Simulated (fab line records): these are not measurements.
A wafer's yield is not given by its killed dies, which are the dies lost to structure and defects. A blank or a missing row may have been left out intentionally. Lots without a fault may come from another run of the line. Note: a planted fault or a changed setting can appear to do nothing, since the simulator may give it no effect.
What tool caused it? ; flow gf180mcu ; Sampling: 11 lots, 33 wafers, 5 of 602 route steps

## WHAT THE GAUGES SHOWED, per wafer
GF_M3_THK_MEAS_06: measures by xrf.
lot;measured;on;M3_ALCU_THK (nm)
L292;day 20 10:31;filmMetro-04;441 443 432
L294;day 21 14:28;filmMetro-03;449 451 452
L296;day 22 05:22;filmMetro-04;453 450 454
L298;day 22 23:38;filmMetro-04;446 447 448
L302;day 24 14:02;filmMetro-03;435 442 445
L301;day 24 15:15;filmMetro-03;433 444 436
L303;day 24 21:37;filmMetro-01;448 439 444
L304;day 25 01:52;filmMetro-04;451 448 451
L305;day 25 14:36;filmMetro-03;450 456 450
L306;day 26 04:56;filmMetro-03;442 434 444
L308;day 26 14:25;filmMetro-01;448 432 443

GF_V3_THK_MEAS_03.
lot;measured;on;V3_CVD_02_THK (nm)
L292;day 21 10:51;filmMetro-02;860 840 850
L294;day 22 14:56;filmMetro-01;861 866 857
L296;day 23 05:39;filmMetro-04;855 846 865
L298;day 23 23:08;filmMetro-01;865 877 860
L302;day 25 12:06;filmMetro-01;863 847 853
L301;day 25 13:28;filmMetro-04;837 855 865
L303;day 25 19:23;filmMetro-02;835 833 858
L304;day 25 23:56;filmMetro-02;862 827 878
L305;day 26 12:57;filmMetro-04;856 583 866 855 584 865
L306;day 27 02:37;filmMetro-01;611 857 866 611 857 867
L308;day 27 12:01;filmMetro-04;594 864 602 594 864 602

## TOOL THAT RAN EACH LOT (tool first, then ch and the chambers of the sampled wafers, then the start)
lot;GF_V2_SPUTTER_21;GF_M3_SPUTTER_03;GF_V3_CVD_02
L292;pvdSputter-04, day 20 09:27;pvdSputter-04, day 20 10:18;pecvd-04 ch 1,2, day 21 10:45
L294;pvdSputter-03, day 21 13:23;pvdSputter-03, day 21 14:17;pecvd-01 ch 0,2, day 22 14:49
L296;pvdSputter-02, day 22 04:20;pvdSputter-03, day 22 05:11;pecvd-04 ch 0,2, day 23 05:34
L298;pvdSputter-04, day 22 22:35;pvdSputter-03, day 22 23:26;pecvd-03 ch 0,2, day 23 23:02
L302;pvdSputter-03, day 24 13:00;pvdSputter-04, day 24 13:49;pecvd-01 ch 0,1,2, day 25 12:02
L301;pvdSputter-03, day 24 14:11;pvdSputter-04, day 24 15:03;pecvd-03 ch 0,1,2, day 25 13:23
L303;pvdSputter-02, day 24 20:34;pvdSputter-01, day 24 21:25;pecvd-03 ch 0,1,2, day 25 19:19
L304;pvdSputter-02, day 25 00:50;pvdSputter-04, day 25 01:41;pecvd-03 ch 0,2, day 25 23:52
L305;pvdSputter-04, day 25 13:34;pvdSputter-01, day 25 14:25;pecvd-03 ch 0,2, day 26 12:52
L306;pvdSputter-04, day 26 03:53;pvdSputter-04, day 26 04:44;pecvd-03 ch 0,2, day 27 02:32
L308;pvdSputter-02, day 26 13:22;pvdSputter-04, day 26 14:13;pecvd-03 ch 0,2, day 27 11:47
- GF_V2_SPUTTER_21: material Ti, target thk 15 nm, time 80.02 s.
- GF_M3_SPUTTER_03: material Ti, target thk 10 nm, time 6.7 s.
- GF_V3_CVD_02: deposits SiO2 from TEOS, target thk 850 nm, time 94.851 s.

## WHAT THE TOOLS THEMSELVES READ (means of the sampled wafers that have a number; where no wafer has one, the mark that the record gives instead)
GF_V2_SPUTTER_21.
lot;tool;cathodeDcPowerW (W);throttleValvePct (%)
L292;pvdSputter-04;2499.6;31.0
L294;pvdSputter-03;2500.1;30.7
L296;pvdSputter-02;2499.9;30.1
L298;pvdSputter-04;2500.2;31.0
L302;pvdSputter-03;2499.9;30.7
L301;pvdSputter-03;2499.9;30.8
L303;pvdSputter-02;2499.8;29.9
L304;pvdSputter-02;2499.8;30.7
L305;pvdSputter-04;2499.5;30.5
L306;pvdSputter-04;2499.4;30.4
L308;pvdSputter-02;2499.8;30.2

GF_M3_SPUTTER_03.
lot;tool;cathodeDcPowerW (W);throttleValvePct (%)
L292;pvdSputter-04;3000.0;30.6
L294;pvdSputter-03;2999.9;31.0
L296;pvdSputter-03;2999.8;30.9
L298;pvdSputter-03;3000.3;30.7
L302;pvdSputter-04;2999.7;30.9
L301;pvdSputter-04;3000.3;30.5
L303;pvdSputter-01;2999.7;30.2
L304;pvdSputter-04;3000.4;31.1
L305;pvdSputter-01;3000.5;29.4
L306;pvdSputter-04;3000.2;30.5
L308;pvdSputter-04;2999.9;30.4

GF_V3_CVD_02.
lot;tool;heaterPowerW (W);runLengthS (s)
L292;pecvd-04;716;122.1
L294;pecvd-01;692;123.0
L296;pecvd-04;636;122.1
L298;pecvd-03;630;122.4
L302;pecvd-01;652;122.9
L301;pecvd-03;717;122.3
L303;pecvd-03;724;122.3
L304;pecvd-03;665;122.4
L305;pecvd-03;670;113.2
L306;pecvd-03;622;113.2
L308;pecvd-03;670;104.1

## THE ANSWER, worked out from the rows above alone
Rule: what is usual is taken from the lots themselves. Put in order of their means at a reading, lots are off if they are a third of the lots or fewer, leave a main group of 4 or more, and stand apart from it by a gap of 3 or more times the standard deviation of the main group's means; of several such gaps the widest counts. Not used: any main group whose means are identical at the precision the tables above print for the reading. A lot without any number at a reading at which 4 lots or more have one is off too. Any other lot the step has rows for is counted as sound. First the gauges in route order, then the tools' own readings, where a lot's mean is used as printed above. At the first step where some lot is off, the reading lying furthest off is the one used; lots without a number count as furthest.
Off: at GF_V3_THK_MEAS_03 (V3_CVD_02_THK), L305, L306, L308. Main group: mean 855 nm, sd 7.
If a tool, at a process step before that reading, ran all the lots that are off and no sound lot after the first of them, it fits. Not tried: the gauges at GF_V3_THK_MEAS_03; whatever is off there is also off at GF_V3_CVD_02, on other tools, and gauge error can't account for it. One fits: GF_V3_CVD_02 on pecvd-03. A fault onset in the window from L304 (day 25 23:52, its last sound lot) to L305 (day 26 12:52, its first lot off) fits.
On the lots that are off, the tool's own readings at GF_V3_CVD_02 differ by more than 5 times the standard deviation of the sound lots' means, which bears it out; runLengthS reads 110.2 s there versus 122.4 s on the sound lots.

## WHAT HAD BEEN PUT IN BY THE SIMULATOR
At GF_V3_CVD_02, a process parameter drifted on pecvd-03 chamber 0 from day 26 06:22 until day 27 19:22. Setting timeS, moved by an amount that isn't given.
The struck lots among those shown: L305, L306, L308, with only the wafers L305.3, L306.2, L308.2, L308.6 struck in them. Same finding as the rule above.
